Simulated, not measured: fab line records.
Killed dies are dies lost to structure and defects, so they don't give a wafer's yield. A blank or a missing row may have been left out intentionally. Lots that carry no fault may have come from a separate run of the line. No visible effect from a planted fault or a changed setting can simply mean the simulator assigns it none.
Check for tools in common :: flow gf180mcu :: 12 lots, 36 wafers sampled

== WHY IT WAS OPENED ==
GF_HV_LDD_TW_MEAS_38, reading HV_LDD_3_TW: flagged on 3 of 12 lots. Wafers without a fault read 1431, standard deviation 10.
Rule: a lot is flagged when every wafer of it that has a number lies more than 4 standard deviations from that mean, or none has a number. As for the other lots, they are considered sound.

lot: L670
measured: day 11 15:12
on: film_metro-02
HV_LDD_3_TW, wafer by wafer: 1428 1431 1430
flag: 

lot: L671
measured: day 12 11:42
on: film_metro-01
HV_LDD_3_TW, wafer by wafer: 1446 1438 1442
flag: 

lot: L673
measured: day 12 18:56
on: film_metro-03
HV_LDD_3_TW, wafer by wafer: 1420 1418 1412
flag: 

lot: L675
measured: day 13 14:02
on: film_metro-02
HV_LDD_3_TW, wafer by wafer: 1440 1433 1431
flag: 

lot: L677
measured: day 14 04:17
on: film_metro-02
HV_LDD_3_TW, wafer by wafer: 1434 1435 1438
flag: 

lot: L678
measured: day 14 08:55
on: film_metro-01
HV_LDD_3_TW, wafer by wafer: 1424 1428 1433
flag: 

lot: L679
measured: day 14 21:49
on: film_metro-01
HV_LDD_3_TW, wafer by wafer: 1435 1432 1436
flag: 

lot: L680
measured: day 14 22:07
on: film_metro-03
HV_LDD_3_TW, wafer by wafer: 1423 1424 1431
flag: 

lot: L682
measured: day 15 11:52
on: film_metro-03
HV_LDD_3_TW, wafer by wafer: 1421 1427 1431
flag: 

lot: L683
measured: day 15 17:43
on: film_metro-02
HV_LDD_3_TW, wafer by wafer: 1540 1527 1540
flag: FLAGGED

lot: L689
measured: day 17 17:43
on: film_metro-01
HV_LDD_3_TW, wafer by wafer: 1534 1542 1550
flag: FLAGGED

lot: L693
measured: day 18 23:18
on: film_metro-02
HV_LDD_3_TW, wafer by wafer: 1546 1548 1541
flag: FLAGGED
On average the flagged lots' numbers are 1541, which is +110 against the usual, or +11 standard deviations.

== WHICH TOOL EACH LOT WENT THROUGH ==
Before the reading, the record contains 2 process steps out of a 602-step route. In each cell: the tool, then ch and the chambers that the sampled wafers went through, then the start.
lot: L670
flag: 
GF_POLY_GATE_ETCH_13: rie_si-02 ch 0,1, day 9 04:46
GF_HV_LDD_IMPLANT_35: implanter-02 ch 0, day 11 14:49

lot: L671
flag: 
GF_POLY_GATE_ETCH_13: rie_si-02 ch 0,2,3, day 10 01:24
GF_HV_LDD_IMPLANT_35: implanter-02 ch 0, day 12 11:19

lot: L673
flag: 
GF_POLY_GATE_ETCH_13: rie_si-02 ch 0,2,3, day 10 09:04
GF_HV_LDD_IMPLANT_35: implanter-03 ch 0, day 12 18:34

lot: L675
flag: 
GF_POLY_GATE_ETCH_13: rie_si-02 ch 0,1, day 10 23:58
GF_HV_LDD_IMPLANT_35: implanter-03 ch 0, day 13 13:39

lot: L677
flag: 
GF_POLY_GATE_ETCH_13: rie_si-01 ch 1,3, day 11 14:58
GF_HV_LDD_IMPLANT_35: implanter-02 ch 0, day 14 03:53

lot: L678
flag: 
GF_POLY_GATE_ETCH_13: rie_si-02 ch 2,3, day 11 17:43
GF_HV_LDD_IMPLANT_35: implanter-04 ch 0, day 14 08:31

lot: L679
flag: 
GF_POLY_GATE_ETCH_13: rie_si-02 ch 1,2,3, day 12 06:16
GF_HV_LDD_IMPLANT_35: implanter-02 ch 0, day 14 21:25

lot: L680
flag: 
GF_POLY_GATE_ETCH_13: rie_si-01 ch 1,2, day 12 06:19
GF_HV_LDD_IMPLANT_35: implanter-03 ch 0, day 14 21:43

lot: L682
flag: 
GF_POLY_GATE_ETCH_13: rie_si-02 ch 0,2,3, day 12 20:22
GF_HV_LDD_IMPLANT_35: implanter-02 ch 0, day 15 11:28

lot: L683
flag: FLAGGED
GF_POLY_GATE_ETCH_13: rie_si-01 ch 0,2,3, day 13 00:01
GF_HV_LDD_IMPLANT_35: implanter-02 ch 0, day 15 17:00

lot: L689
flag: FLAGGED
GF_POLY_GATE_ETCH_13: rie_si-02 ch 0,1,3, day 14 20:58
GF_HV_LDD_IMPLANT_35: implanter-03 ch 0, day 17 17:02

lot: L693
flag: FLAGGED
GF_POLY_GATE_ETCH_13: rie_si-01 ch 0,2,3, day 15 23:10
GF_HV_LDD_IMPLANT_35: implanter-03 ch 0, day 18 22:35
What the steps here do:
- GF_POLY_GATE_ETCH_13: etches poly-Si in HBr/Cl2, stops on SiO2, target depth 198.5 nm, time 69.6 s.
- GF_HV_LDD_IMPLANT_35
- GF_HV_LDD_TW_MEAS_38

== FLAGGED OVER TOTAL, TOOL BY TOOL (the gauges that took the reading come last) ==
step: GF_POLY_GATE_ETCH_13
tool: rie_si-01
lots run: 4
flagged: 2
share of the flagged lots: some
sound lots run after its first flagged lot: 0

step: GF_POLY_GATE_ETCH_13
tool: rie_si-02
lots run: 8
flagged: 1
share of the flagged lots: some
sound lots run after its first flagged lot: 0

step: GF_HV_LDD_IMPLANT_35
tool: implanter-02
lots run: 6
flagged: 1
share of the flagged lots: some
sound lots run after its first flagged lot: 0

step: GF_HV_LDD_IMPLANT_35
tool: implanter-03
lots run: 5
flagged: 2
share of the flagged lots: some
sound lots run after its first flagged lot: 0

step: GF_HV_LDD_IMPLANT_35
tool: implanter-04
lots run: 1
flagged: 0
share of the flagged lots: none
sound lots run after its first flagged lot: -

step: GF_HV_LDD_TW_MEAS_38
tool: film_metro-01
lots run: 4
flagged: 1
share of the flagged lots: some
sound lots run after its first flagged lot: 0

step: GF_HV_LDD_TW_MEAS_38
tool: film_metro-02
lots run: 5
flagged: 2
share of the flagged lots: some
sound lots run after its first flagged lot: 0

step: GF_HV_LDD_TW_MEAS_38
tool: film_metro-03
lots run: 3
flagged: 0
share of the flagged lots: none
sound lots run after its first flagged lot: -

== THE TABLE: WHAT IT ALLOWS ==
No row of the table ran every flagged lot.

== WHAT HAD BEEN PUT IN BY THE SIMULATOR ==
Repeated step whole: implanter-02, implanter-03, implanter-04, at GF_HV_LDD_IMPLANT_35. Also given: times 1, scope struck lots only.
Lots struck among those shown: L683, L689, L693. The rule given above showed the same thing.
